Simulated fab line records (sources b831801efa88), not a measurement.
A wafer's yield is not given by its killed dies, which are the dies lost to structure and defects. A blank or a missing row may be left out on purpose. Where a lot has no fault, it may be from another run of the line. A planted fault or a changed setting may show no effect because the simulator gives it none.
Comparing a struck lot with a sound one | flow sky130 | 15 steps out of a route of 708
Sound: these wafers, L209.1, L209.5, L209.6. Wafers L214.2, L214.3, L214.4 were the ones struck. The cause is given at the end.
Each step with rows lists, per side, the tool, then ch with its chambers, then its first start. Under that, the readings that differ: sound wafers | struck wafers | difference of the means | sigmas: that difference in standard deviations of wafers without a fault.
alike: readings whose means differ by less than 2 such deviations, and words and numbers that are the same on both sides. not compared: withheld readings, readings that some wafer has no value for, bounds like >300 that may hide the same value, and numbers for which the record gives no deviation and whose values overlap.
Wherever a step has rows on one side only, a row that says differs or no value, or a row with sigmas, the two part there. Numbers that don't overlap but have no deviation are shown without sigmas and don't part them. A reading missing from all wafers of one side parts the sides only when that side holds two or more wafers.

first, 3 steps without rows for these wafers: SKY_SONOS_ONO_WET_ETCH_18 (etches Si3N4 in H3PO4, target depth 15 nm, time 172 s); SKY_GATE_OXIDE_CLEAN_00 (cleans in SC1/SC2, time 150 s); SKY_GATE_OXIDE_OXIDATION_01 (stabilise 600 s, purge 300 s, target thk 10.268 nm).
SKY_GATE_OXIDE_THK_MEAS_02:
  sound: film_metro-04 at day 13 18:31; struck: film_metro-04 at day 15 00:38
  alike: GATE_OXIDE_OXIDATION_00_THK
then, 7 steps without rows for these wafers: SKY_GATE_OXIDE_DEHYDRATE_03 (time 60 s); SKY_GATE_OXIDE_HMDS_04 (prime time 60 s); SKY_GATE_OXIDE_COAT_05 (resist thk 1140 nm); SKY_GATE_OXIDE_SOFTBAKE_06 (time 60 s); SKY_GATE_OXIDE_EXPOSE_07 (exposes mask LVOM, target cd 600 nm); SKY_GATE_OXIDE_PEB_08; SKY_GATE_OXIDE_DEVELOP_09 (develop time 60 s).
SKY_GATE_OXIDE_OVL_MEAS_10:
  sound: overlay-01 at day 14 21:05; struck: overlay-01 at day 16 04:40
  alike: GATE_OXIDE_OVL
SKY_GATE_OXIDE_IMPLANT_11:
  sound on implanter-04 ch 0, day 14 21:07; struck on implanter-02 ch 0, day 16 04:43
  reading                   | sound                | struck               | difference | sigmas
  beam_energy_keV           | 10.002 10.007 10.002 | 8.5519 8.5484 8.5476 | -1.4544    | -99 or more
  model.implant.rp_nm (nm)  | 33.33 33.33 33.33    | 29.83 29.83 29.83    | -3.50      |
  model.implant.drp_nm (nm) | 17.11 17.11 17.11    | 15.33 15.33 15.33    | -1.78      |
  alike: beam_on_s
then, 1 step without rows for these wafers: SKY_GATE_OXIDE_WET_ETCH_12 (etches SiO2 in dHF, target depth 16.8 nm, time 336 s).
-- the record jumps here: 32 days lie between the struck wafers' starts before and after (it left off in module GATE_OXIDE and takes up again in module PAD_OPEN, whose first step shown is number 708 of the route) --
SKY_PAD_OPEN_PROBE_99:
  sound: prober-01 at day 46 22:02; struck: prober-02 at day 47 22:47
  reading                                   | sound                   | struck                  | difference | sigmas
  model.etest.pfet_01v8_lvt.off_log10_a_um  | -8.514 -8.535 -8.582    | -9.783 -9.668 -9.46     | -1.093     |
  model.etest.pfet_01v8_lvt.vt_sat_v (V)    | -0.4144 -0.4189 -0.4208 | -0.4855 -0.4789 -0.4711 | -0.0605    |
  model.etest.pfet_01v8_lvt.vt_v (V)        | -0.5102 -0.5133 -0.5167 | -0.571 -0.5637 -0.5565  | -0.050     |
  model.etest.pfet_01v8_lvt.vt_long_v (V)   | -0.6313 -0.6332 -0.6379 | -0.6851 -0.6817 -0.6784 | -0.0476    |
  model.etest.nfet_01v8_lvt.vt_long_v (V)   | 0.4474 0.446 0.4447     | 0.4379 0.4437 0.4443    | -0.0041    |
  model.etest.pfet_01v8_lvt.body_rise_v (V) | -0.2043 -0.2076 -0.2069 | -0.1918 -0.1938 -0.1947 | +0.0128    |
  alike: killed_at_M0_to_M3, killed_at_M4_up, killed_at_contacts, killed_at_front_end, killed_at_other, killed_dies, killed_open, killed_short
  not compared: model.etest.pfet_01v8_lvt.drive_ua_um, model.etest.nfet_01v8.vt_long_v

== WHERE THEY PART ==
Only at SKY_GATE_OXIDE_IMPLANT_11, as far as this record shows. Later steps at which nothing parts them and some readings are alike: SKY_PAD_OPEN_PROBE_99.

WHY: what the simulator had put in
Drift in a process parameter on implanter-02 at SKY_GATE_OXIDE_IMPLANT_11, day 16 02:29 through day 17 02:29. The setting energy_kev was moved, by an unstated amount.
